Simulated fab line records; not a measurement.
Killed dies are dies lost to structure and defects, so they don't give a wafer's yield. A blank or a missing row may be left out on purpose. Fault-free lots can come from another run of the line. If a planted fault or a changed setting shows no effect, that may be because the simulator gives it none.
Problem report in the 8D (eight disciplines) form, filled by code | flow gf180mcu | the parts of the form that need people (team, actions taken, sign-off) are left out

== 1. THE ISSUE ==
A mean of 31 s is read at GF_V1_CMP_04 for time to endpoint s, taken on 1 wafer of 1 lot, against 82 s (standard deviation 7.5) on wafers free of any fault. That is -6.8 standard deviations from the usual mean.
The step: polishes SiO2.
First observed at day 21 18:17: wafer L161.6, on cmp-02. At this step, 15 wafers from 5 lots have a number in the record. The rule behind "out" and "out of limits": a value lying over 4 standard deviations away from the usual mean. All remaining wafers that have a number are taken as sound.

== 2. WHAT IT IS, AND WHAT IT ISN'T ==
question                    | is                 | is not
which readings at this step | time to endpoint s | edge zone pressure frac, motor current A
which lots                  | L161               | L157, L167, L168, L169
which wafers of those lots  | L161.6             | L161.1, L161.3
read on which tools         | cmp-02             | cmp-01
when                        | from day 21 18:17  | up to then (5 sound wafers); but 9 sound wafers of L167, L168, L169 came after

== 3. SUSPECTS, AND WHAT RULES EACH OUT ==
Counting: a tool at a process step up to the reading stays a suspect if it ran every lot that is out. Sound lots after the first of them don't rule it out here, since some wafers of a struck lot are sound.
- plasma asher-01 at GF_M1_STRIP_17 (strips in O2/N2): kept. It ran the lot that is out, L161 (day 21 17:29); its last sound lot up to then is L157 (day 20 00:59).
- cmp-02 at GF_V1_CMP_04 (polishes SiO2): kept. It ran the lot that is out, L161 (day 21 18:17). Its own time to endpoint s readings are out on those wafers.
- cmp-02, GF_V1_CMP_04: wafers that are out in chamber 0, sound lot-mates in chambers 1, 3.
Remaining after the count are plasma asher-01 at GF_M1_STRIP_17 and cmp-02 at GF_V1_CMP_04.

== 4. THE CAUSE (what the simulator had put in) ==
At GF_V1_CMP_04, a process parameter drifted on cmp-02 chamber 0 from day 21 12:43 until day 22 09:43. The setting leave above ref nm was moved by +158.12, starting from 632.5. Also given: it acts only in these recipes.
After counting, 2 suspects remain, this tool included.

== 5. THE CHAIN OF EFFECTS, in route order ==
One row per reading whose mean, taken over the struck wafers that have a number, lies over 3 standard deviations from the usual. Only readings whose record carries a usual standard deviation are examined. hours: median over the lots of the time between each lot's start at the first step of this table that gives one and its start at this step. sigmas: the change, counted in usual standard deviations.
hours | step                    | reading              | usual      | on struck wafers | change | sigmas
0     | GF_V1_CMP_04            | time to endpoint s   | 82 s       | 31               | -51    | -6.8
-     | GF_V1_ETCH_17           | oes product au       | 0.856 a.u. | 0.974            | +0.118 | +23
259   | GF_PASSIVATION_PROBE_99 | defect limited yield | 90.4 %     | 85.8             | -4.6   | -3.5
259   | GF_PASSIVATION_PROBE_99 | killed_at_M0_to_M3   | 21         | 47               | +26    | +6.2
259   | GF_PASSIVATION_PROBE_99 | killed dies          | 47         | 70               | +23    | +3.5
259   | GF_PASSIVATION_PROBE_99 | sort_bin_5_function  | 5.6 %      | 11.0             | +5.4   | +5.6
259   | GF_PASSIVATION_PROBE_99 | sort n pass          | 445        | 422              | -23    | -3.5
259   | GF_PASSIVATION_PROBE_99 | sort yield pct       | 90.4 %     | 85.8             | -4.6   | -3.5
The process steps in it:
- GF_V1_CMP_04: polishes SiO2.
- GF_V1_ETCH_17: etches SiO2 in C4F8/O2/Ar, stops on TiN, target depth 630 nm.
- GF_PASSIVATION_PROBE_99
At these later measuring or inspecting steps, every struck wafer for which the step has a row has a number for every such reading, and none has moved that far: GF_V1_BOW_MEAS_05, GF_V1_CD_MEAS_14, GF_V1_OVL_MEAS_15, GF_V1_RS_MEAS_24, GF_V1_THK_MEAS_25.

== 6. WHAT WOULD HAVE CAUGHT IT SOONER ==
First out-of-limits reading in this record: day 21 18:17, which is 6 hours after fault onset at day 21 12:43.
